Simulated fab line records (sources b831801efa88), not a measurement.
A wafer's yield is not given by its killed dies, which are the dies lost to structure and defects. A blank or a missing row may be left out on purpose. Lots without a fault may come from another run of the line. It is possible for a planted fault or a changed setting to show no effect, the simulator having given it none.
Which tool is to blame? | flow gf180mcu | 14 lots, 42 wafers sampled, at 4 steps of a route of 602

## WHAT THE GAUGES SHOWED, per wafer
GF_VT_IMPLANT_RS_MEAS_47: measures by four-point-probe. Usual: NWELL_RS typically reads 488.0 ohm/sq, with standard deviation 1.2.
lot  | measured     | on            | NWELL_RS (ohm/sq) | flag
L201 | day 7 13:34  | film_metro-04 | 485.8 484.5 486.3 |
L202 | day 7 15:59  | film_metro-03 | 488.8 488.1 488.4 |
L203 | day 8 00:52  | film_metro-01 | 488.5 488.3 488.7 |
L208 | day 9 16:38  | film_metro-04 | 489.2 487.7 488.4 |
L209 | day 9 17:29  | film_metro-04 | 488.7 487.3 488.1 |
L210 | day 10 00:40 | film_metro-03 | 488.3 487.8 491.3 |
L211 | day 10 12:16 | film_metro-01 | 487.1 487.5 488.2 |
L212 | day 10 23:49 | film_metro-01 | 488.4 485.8 485.6 |
L213 | day 11 11:25 | film_metro-03 | 488.4 489.1 489.4 |
L214 | day 11 11:39 | film_metro-04 | 488.6 485.5 487.9 |
L215 | day 11 17:32 | film_metro-01 | 485.6 487.6 488.3 |
L218 | day 12 17:01 | film_metro-01 | 490.0 489.9 487.9 |
L220 | day 12 20:58 | film_metro-01 | 488.5 486.3 488.1 |
L222 | day 13 07:57 | film_metro-01 | 487.2 487.8 487.1 |

## EACH LOT AND THE TOOL THAT RAN IT (in order: tool; ch and the chambers of the sampled wafers; start)
lot  | GF_NWELL_STRIP_10                   | GF_MVPSD_COAT_02                 | GF_MVPSD_STRIP_10
L201 | plasma_asher-04 ch 0,1, day 3 06:53 | litho_track-02 ch 0, day 4 16:26 | plasma_asher-04 ch 0,1, day 4 23:29
L202 | plasma_asher-04 ch 0,1, day 3 11:47 | litho_track-03 ch 0, day 4 20:31 | plasma_asher-01 ch 0,1, day 5 03:44
L203 | plasma_asher-03 ch 0,1, day 3 18:05 | litho_track-03 ch 0, day 5 03:38 | plasma_asher-01 ch 1, day 5 11:00
L208 | plasma_asher-04 ch 0,1, day 4 23:02 | litho_track-03 ch 0, day 6 12:55 | plasma_asher-01 ch 1, day 6 21:47
L209 | plasma_asher-04 ch 0,1, day 5 00:58 | litho_track-01 ch 0, day 6 13:53 | plasma_asher-04 ch 0,1, day 6 22:17
L210 | plasma_asher-04 ch 0,1, day 5 06:37 | litho_track-01 ch 0, day 6 21:17 | plasma_asher-01 ch 0,1, day 7 05:20
L211 | plasma_asher-04 ch 0,1, day 5 18:23 | litho_track-01 ch 0, day 7 09:04 | plasma_asher-01 ch 0,1, day 7 17:14
L212 | plasma_asher-04 ch 1, day 6 03:36   | litho_track-01 ch 0, day 7 19:31 | plasma_asher-02 ch 0,1, day 8 03:44
L213 | plasma_asher-04 ch 0,1, day 6 11:16 | litho_track-01 ch 0, day 8 03:26 | plasma_asher-02 ch 0,1, day 8 11:32
L214 | plasma_asher-03 ch 0,1, day 6 11:37 | litho_track-01 ch 0, day 8 04:04 | plasma_asher-04 ch 0,1, day 8 12:22
L215 | plasma_asher-02 ch 0,1, day 6 18:59 | litho_track-03 ch 0, day 8 10:13 | plasma_asher-02 ch 1, day 8 18:50
L218 | plasma_asher-04 ch 0,1, day 7 13:41 | litho_track-03 ch 0, day 9 06:05 | plasma_asher-01 ch 0,1, day 9 14:44
L220 | plasma_asher-03 ch 0,1, day 7 16:10 | litho_track-03 ch 0, day 9 08:53 | plasma_asher-01 ch 0,1, day 9 17:55
L222 | plasma_asher-03 ch 0,1, day 8 02:08 | litho_track-03 ch 0, day 9 19:22 | plasma_asher-04 ch 0,1, day 10 03:41
- GF_NWELL_STRIP_10: strips in O2/N2.
- GF_MVPSD_COAT_02: resist thk 3000 nm.
- GF_MVPSD_STRIP_10: strips in O2/N2.

## WHAT THE TOOLS THEMSELVES READ (means of the sampled wafers that have a number; where no wafer has one, the mark that the record gives instead)
GF_NWELL_STRIP_10. Usual: drypump_motor_current_A 6.0 A, standard deviation 0.4; heater_power_w 341 W, standard deviation 32; o2_flow_sccm 3000 sccm, standard deviation 9.4; oes_product_au 0.722 a.u., standard deviation 0.004; platen_temp_c 250.01 C, standard deviation 0.2; strip_time_to_endpoint_s 36.96 s, standard deviation 0.1.
lot  | tool            | drypump_motor_current_A (A) | heater_power_w (W) | o2_flow_sccm (sccm) | oes_product_au (a.u.) | platen_temp_c (C) | strip_time_to_endpoint_s (s) | flag
L201 | plasma_asher-04 | 6.1                         | 318                | 2993                | 0.722                 | 249.96            | 37.08                        |
L202 | plasma_asher-04 | 6.2                         | 319                | 2998                | 0.720                 | 249.97            | 36.82                        |
L203 | plasma_asher-03 | 5.5                         | 345                | 3005                | 0.719                 | 249.95            | 36.96                        |
L208 | plasma_asher-04 | 6.2                         | 323                | 2994                | 0.727                 | 249.74            | 36.91                        |
L209 | plasma_asher-04 | 6.1                         | 310                | 2992                | 0.720                 | 249.90            | 36.78                        |
L210 | plasma_asher-04 | 6.2                         | 318                | 2999                | 0.719                 | 250.00            | 37.07                        |
L211 | plasma_asher-04 | 6.2                         | 322                | 3003                | 0.723                 | 250.11            | 36.95                        |
L212 | plasma_asher-04 | 6.2                         | 327                | 3003                | 0.724                 | 249.77            | 36.95                        |
L213 | plasma_asher-04 | 6.1                         | 320                | 2993                | 0.722                 | 250.15            | 37.00                        |
L214 | plasma_asher-03 | 5.5                         | 345                | 3009                | 0.722                 | 250.05            | 36.96                        |
L215 | plasma_asher-02 | 6.2                         | 403                | 2994                | 0.723                 | 250.14            | 36.81                        |
L218 | plasma_asher-04 | 6.1                         | 319                | 2999                | 0.720                 | 249.89            | 36.87                        |
L220 | plasma_asher-03 | 5.8                         | 337                | 3000                | 0.718                 | 250.21            | 36.88                        |
L222 | plasma_asher-03 | 5.8                         | 337                | 3004                | 0.727                 | 250.12            | 36.86                        |

GF_MVPSD_COAT_02. Usual: 50 kPa for dispense_pressure_kPa, sd 3.4.
lot  | tool           | dispense_pressure_kPa (kPa) | flag
L201 | litho_track-02 | 41                          |
L202 | litho_track-03 | 52                          |
L203 | litho_track-03 | 52                          |
L208 | litho_track-03 | 52                          |
L209 | litho_track-01 | 50                          |
L210 | litho_track-01 | 50                          |
L211 | litho_track-01 | 50                          |
L212 | litho_track-01 | 50                          |
L213 | litho_track-01 | 50                          |
L214 | litho_track-01 | 50                          |
L215 | litho_track-03 | 52                          |
L218 | litho_track-03 | 52                          |
L220 | litho_track-03 | 52                          |
L222 | litho_track-03 | 52                          |

GF_MVPSD_STRIP_10. Usual: drypump_motor_current_A 6.0 A, standard deviation 0.74; heater_power_w 347 W, standard deviation 38; o2_flow_sccm 3002 sccm, standard deviation 9.7; oes_product_au 0.722 a.u., standard deviation 0.0047; platen_temp_c 250.02 C, standard deviation 0.19; strip_time_to_endpoint_s 36.96 s, standard deviation 0.098.
lot  | tool            | drypump_motor_current_A (A) | heater_power_w (W) | o2_flow_sccm (sccm) | oes_product_au (a.u.) | platen_temp_c (C) | strip_time_to_endpoint_s (s) | flag
L201 | plasma_asher-04 | 6.2                         | 323                | 2994                | 0.717                 | 250.14            | 36.92                        |
L202 | plasma_asher-01 | 5.4                         | 323                | 3002                | 0.725                 | 250.12            | 36.89                        |
L203 | plasma_asher-01 | 6.8                         | 363                | 3002                | 0.727                 | 250.34            | 36.95                        |
L208 | plasma_asher-01 | 6.8                         | 364                | 2998                | 0.723                 | 249.94            | 36.90                        |
L209 | plasma_asher-04 | 6.2                         | 329                | 3007                | 0.724                 | 250.15            | 37.04                        |
L210 | plasma_asher-01 | 5.4                         | 329                | 2999                | 0.718                 | 249.92            | 36.93                        |
L211 | plasma_asher-01 | 5.4                         | 326                | 3002                | 0.725                 | 249.96            | 37.00                        |
L212 | plasma_asher-02 | 6.3                         | 405                | 2999                | 0.721                 | 249.87            | 36.97                        |
L213 | plasma_asher-02 | 6.4                         | 402                | 3003                | 0.711                 | 250.07            | 13.07                        | OFF
L214 | plasma_asher-04 | 6.2                         | 320                | 3022                | 0.718                 | 249.86            | 13.05                        | OFF
L215 | plasma_asher-02 | 6.6                         | 410                | 3008                | 0.724                 | 249.90            | 36.86                        |
L218 | plasma_asher-01 | 6.1                         | 337                | 3005                | 0.725                 | 250.07            | 36.98                        |
L220 | plasma_asher-01 | 6.0                         | 344                | 3005                | 0.717                 | 250.11            | 36.94                        |
L222 | plasma_asher-04 | 6.2                         | 318                | 3008                | 0.720                 | 249.75            | 36.92                        |

## THE ANSWER, worked out from the rows above alone
Rule: a lot is off if the mean of its wafers that have a number lies more than 3 standard deviations from the usual mean. A lot without any number at a reading at which 4 lots or more have one is off too. The other lots that the step has rows for count as sound. First the gauges in route order, then the tools' own readings, where a lot's mean is used as printed above. The first step at which some lot is off is used, and at that step the reading that is off furthest; a lot without a number counts as furthest.
Off: L213, L214, at GF_MVPSD_STRIP_10 (strip_time_to_endpoint_s).
A tool fits if, at that step or a process step before it, it ran every lot that is off, and no sound lot after the first of them. One fits: GF_MVPSD_COAT_02 on litho_track-01. A fault onset in the window from L212 (day 7 19:31, its last sound lot) to L213 (day 8 03:26, its first lot off) fits.

## WHAT WAS PUT IN BY THE SIMULATOR
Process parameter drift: litho_track-01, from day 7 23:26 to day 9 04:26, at GF_MVPSD_COAT_02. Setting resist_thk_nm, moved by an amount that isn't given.
Shown lots that were struck: L213, L214. The rule given above showed the same thing.
